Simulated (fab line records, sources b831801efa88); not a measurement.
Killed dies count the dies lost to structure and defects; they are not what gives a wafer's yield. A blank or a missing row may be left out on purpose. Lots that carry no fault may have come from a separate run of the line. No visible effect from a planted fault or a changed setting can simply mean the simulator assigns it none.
Which tool is to blame?	flow sfq line	14 lots, 42 wafers sampled, at 4 steps of a route of 325

== WHAT THE GAUGES SHOWED, per wafer ==
No reading from a measuring or inspecting step in the record can be judged against a usual standard deviation.

== WHICH TOOL RAN EACH LOT (tool, then ch and the chambers of the sampled wafers, then the start) ==
lot	SFQ_TRILAYER_M1_STRIP_STRIP_043	SFQ_TRILAYER_I1_VIA_BARC_OPEN_VIA_ETCH_071	SFQ_TRILAYER_M3_LITHO_COAT_080	SFQ_TRILAYER_I3_VIA_ETCH_VIA_ETCH_088
L568	rie metal-03 ch 0,1, day 25 16:04	rie diel-01 ch 2,3, day 31 00:23	litho track-04 ch 0, day 37 23:46	rie diel-02 ch 0,2,3, day 40 02:24
L569	rie metal-03 ch 1, day 25 23:17	rie diel-03 ch 0,2,3, day 31 07:35	litho track-03 ch 0, day 38 08:07	rie diel-02 ch 0,1, day 40 06:00
L570	rie metal-03 ch 0,1, day 26 06:29	rie diel-01 ch 1,3, day 31 15:59	litho track-02 ch 0, day 38 21:19	rie diel-04 ch 1,2,3, day 40 09:36
L572	rie metal-02 ch 0,1, day 26 23:17	rie diel-03 ch 0,1,2, day 32 06:23	litho track-04 ch 0, day 39 11:56	rie diel-03 ch 1,2, day 40 15:36
L573	rie metal-04 ch 0,1, day 27 02:53	rie diel-03 ch 0,3, day 32 12:23	litho track-04 ch 0, day 39 16:31	rie diel-02 ch 0,3, day 46 07:17
L581	rie metal-04 ch 0,1, day 29 13:36	rie diel-04 ch 0,1,3, day 36 13:34	litho track-03 ch 0, day 42 15:22	rie diel-03 ch 1,2,3, day 47 21:59
L583	rie metal-02 ch 0,1, day 30 20:59	rie diel-04 ch 0,1, day 37 12:22	litho track-04 ch 0, day 43 02:58	rie diel-04 ch 0,2,3, day 53 04:30
L584	rie metal-04 ch 0,1, day 30 22:11	rie diel-03 ch 0,2, day 37 13:34	litho track-02 ch 0, day 43 06:34	rie diel-04 ch 0,2, day 53 08:06
L585	rie metal-02 ch 0,1, day 31 06:35	rie diel-04 ch 0,1,2, day 37 21:17	litho track-02 ch 0, day 43 19:07	rie diel-03 ch 2,3, day 53 10:30
L586	rie metal-03 ch 0,1, day 31 17:23	rie diel-01 ch 0,1,3, day 38 09:14	litho track-03 ch 0, day 49 12:49	rie diel-02 ch 0,1,3, day 54 23:11
L587	rie metal-03 ch 0, day 31 19:47	rie diel-03 ch 1,3, day 38 11:38	litho track-04 ch 0, day 49 17:40	rie diel-03 ch 0,1,2, day 55 01:26
L588	rie metal-03 ch 0,1, day 32 01:47	rie diel-03 ch 0,2,3, day 38 17:38	litho track-02 ch 0, day 49 22:25	rie diel-03 ch 0,1,2, day 55 06:14
L589	rie metal-04 ch 0,1, day 32 08:59	rie diel-03 ch 1,2,3, day 39 02:02	litho track-04 ch 0, day 50 10:06	rie diel-03 ch 1,2, day 55 23:10
L590	rie metal-03 ch 0,1, day 32 15:11	rie diel-03 ch 0,3, day 39 08:02	litho track-03 ch 0, day 50 16:07	rie diel-04 ch 0,1, day 61 02:57
- SFQ_TRILAYER_M1_STRIP_STRIP_043: strips in O2.
- SFQ_TRILAYER_I1_VIA_BARC_OPEN_VIA_ETCH_071: etches BARC in O2, target depth 125 nm, time 41.7 s.
- SFQ_TRILAYER_M3_LITHO_COAT_080: resist thk 62 nm.
- SFQ_TRILAYER_I3_VIA_ETCH_VIA_ETCH_088: etches SiO2 in CHF3, stops on Nb, target depth 260 nm.

== AS READ BY THE TOOLS THEMSELVES (means over the sampled wafers that have a number; for cases with no such wafer, the mark the record gives instead) ==
SFQ_TRILAYER_M1_STRIP_STRIP_043. Usual: chamber pressure mTorr 50.00 mTorr, standard deviation 0.046; drypump motor current A 5.8 A, standard deviation 0.38; oes product au 0.999 a.u., standard deviation 0.008.
lot	tool	chamber pressure mTorr (mTorr)	drypump motor current A (A)	oes product au (a.u.)	flag
L568	rie metal-03	50.00	5.8	1.008	
L569	rie metal-03	50.01	6.1	1.007	
L570	rie metal-03	50.00	5.9	1.003	
L572	rie metal-02	50.00	6.2	1.002	
L573	rie metal-04	49.99	5.7	0.994	
L581	rie metal-04	49.96	5.7	0.994	
L583	rie metal-02	49.98	5.9	0.994	
L584	rie metal-04	50.01	5.7	1.000	
L585	rie metal-02	49.97	5.9	0.995	
L586	rie metal-03	49.93	5.8	1.002	
L587	rie metal-03	50.03	5.6	1.001	
L588	rie metal-03	50.01	5.9	1.010	
L589	rie metal-04	50.00	5.7	0.992	
L590	rie metal-03	49.97	5.9	1.002	

SFQ_TRILAYER_I1_VIA_BARC_OPEN_VIA_ETCH_071. Usual: chamber pressure mTorr 29.999 mTorr, standard deviation 0.029; drypump motor current A 6.1 A, standard deviation 0.37; oes product au 0.685 a.u., standard deviation 0.0049.
lot	tool	chamber pressure mTorr (mTorr)	drypump motor current A (A)	oes product au (a.u.)	flag
L568	rie diel-01	30.029	6.0	0.681	
L569	rie diel-03	29.999	6.4	0.682	
L570	rie diel-01	30.012	5.3	0.686	
L572	rie diel-03	29.989	6.4	0.684	
L573	rie diel-03	29.963	6.4	0.680	
L581	rie diel-04	29.987	5.9	0.688	
L583	rie diel-04	29.988	6.0	0.688	
L584	rie diel-03	30.004	6.4	0.685	
L585	rie diel-04	30.015	6.1	0.682	
L586	rie diel-01	29.974	5.4	0.682	
L587	rie diel-03	29.999	6.2	0.685	
L588	rie diel-03	30.020	6.4	0.686	
L589	rie diel-03	29.989	6.2	0.684	
L590	rie diel-03	30.019	6.4	0.685	

SFQ_TRILAYER_M3_LITHO_COAT_080. Usual: spin speed rpm at 2999.6 rpm, with a standard deviation of 2.5.
lot	tool	spin speed rpm (rpm)	flag
L568	litho track-04	2998.9	
L569	litho track-03	2998.5	
L570	litho track-02	2999.6	
L572	litho track-04	3187.5	OFF
L573	litho track-04	3187.2	OFF
L581	litho track-03	3001.2	
L583	litho track-04	3000.7	
L584	litho track-02	2998.5	
L585	litho track-02	3001.5	
L586	litho track-03	2998.9	
L587	litho track-04	2999.2	
L588	litho track-02	2998.4	
L589	litho track-04	3001.4	
L590	litho track-03	2997.6	

SFQ_TRILAYER_I3_VIA_ETCH_VIA_ETCH_088. Usual: chamber pressure mTorr 30.001 mTorr, standard deviation 0.025; drypump motor current A 6.0 A, standard deviation 0.43; oes product au 0.854 a.u., standard deviation 0.0047.
lot	tool	chamber pressure mTorr (mTorr)	drypump motor current A (A)	oes product au (a.u.)	flag
L568	rie diel-02	29.978	5.7	0.860	
L569	rie diel-02	29.997	5.7	0.854	
L570	rie diel-04	29.984	6.1	0.853	
L572	rie diel-03	29.982	6.3	0.855	
L573	rie diel-02	30.001	5.3	0.854	
L581	rie diel-03	30.009	6.2	0.856	
L583	rie diel-04	29.980	6.0	0.854	
L584	rie diel-04	30.016	5.9	0.850	
L585	rie diel-03	29.987	6.3	0.853	
L586	rie diel-02	30.014	5.4	0.853	
L587	rie diel-03	29.992	6.4	0.854	
L588	rie diel-03	30.003	6.4	0.855	
L589	rie diel-03	29.982	6.2	0.848	
L590	rie diel-04	29.979	6.0	0.859	

== THE ANSWER, worked out from the rows above alone ==
Rule: lot off if the mean of its wafers having a number is beyond 3 standard deviations from the usual mean. Also off: a lot with no number at a reading for which 4 or more lots have one. Where the step has rows for the other lots, those lots are counted as sound. Order of review: gauges by route order, followed by the tools' own readings, for which a lot's mean as printed above is used. The first step at which some lot is off is used, and at that step the reading that is off furthest; a lot without a number counts as furthest.
Off at SFQ_TRILAYER_M3_LITHO_COAT_080 (spin speed rpm): L572, L573.
A tool fits if, at that step or a process step before it, it ran every lot that is off, and no sound lot after the first of them. No candidate that was tried fits.

== WHAT HAD BEEN PUT IN BY THE SIMULATOR ==
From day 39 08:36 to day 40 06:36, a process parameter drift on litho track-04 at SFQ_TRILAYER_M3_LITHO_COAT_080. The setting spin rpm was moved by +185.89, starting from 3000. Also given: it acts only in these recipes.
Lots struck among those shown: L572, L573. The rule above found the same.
